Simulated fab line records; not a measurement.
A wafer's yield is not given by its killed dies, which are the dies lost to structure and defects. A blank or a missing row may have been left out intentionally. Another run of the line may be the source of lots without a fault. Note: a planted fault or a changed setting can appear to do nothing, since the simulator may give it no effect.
Which tool was responsible? || flow gf180mcu || route of 602 steps, sampled at 1 step: 6 lots, 18 wafers

## WHAT THE GAUGES SHOWED, per wafer
GF_V3_RS_MEAS_24: uses a four-point probe to measure.
{"lot": "L113", "measured": "day 23 13:09", "on": "film-metro-04", "V3_W_RS (ohm/sq)": "0.323 0.327 0.324"}
{"lot": "L116", "measured": "day 24 22:33", "on": "film-metro-02", "V3_W_RS (ohm/sq)": "0.325 0.331 0.325"}
{"lot": "L120", "measured": "day 26 01:37", "on": "film-metro-04", "V3_W_RS (ohm/sq)": "0.323 0.325 0.329"}
{"lot": "L126", "measured": "day 27 22:21", "on": "film-metro-03", "V3_W_RS (ohm/sq)": "0.330 0.329 0.327"}
{"lot": "L130", "measured": "day 29 02:26", "on": "film-metro-02", "V3_W_RS (ohm/sq)": "0.329 0.322 0.333"}
{"lot": "L133", "measured": "day 29 18:34", "on": "film-metro-04", "V3_W_RS (ohm/sq)": "0.330 0.324 0.329"}

## WHICH TOOL RAN EACH LOT (tool, then ch and the chambers of the sampled wafers, then the start)
Before these readings, the record contains no process step.

## THE ANSWER, worked out from the rows above alone
Rule: the usual values come from the lots themselves. The widest of any qualifying gaps counts: lots, ordered by their means at a reading, are off when they make up no more than a third of the lots, leave a main group of 4 or more, and stand apart from it by 3 or more times the standard deviation of that group's means. A main group is skipped when, at the precision printed for the reading in the tables above, its means are all equal. Also off: a lot with no number at a reading for which 4 or more lots have one. The other lots that the step has rows for count as sound.
None of the lots is off at any reading shown; this tells nothing.

## WHAT THE SIMULATOR PUT IN
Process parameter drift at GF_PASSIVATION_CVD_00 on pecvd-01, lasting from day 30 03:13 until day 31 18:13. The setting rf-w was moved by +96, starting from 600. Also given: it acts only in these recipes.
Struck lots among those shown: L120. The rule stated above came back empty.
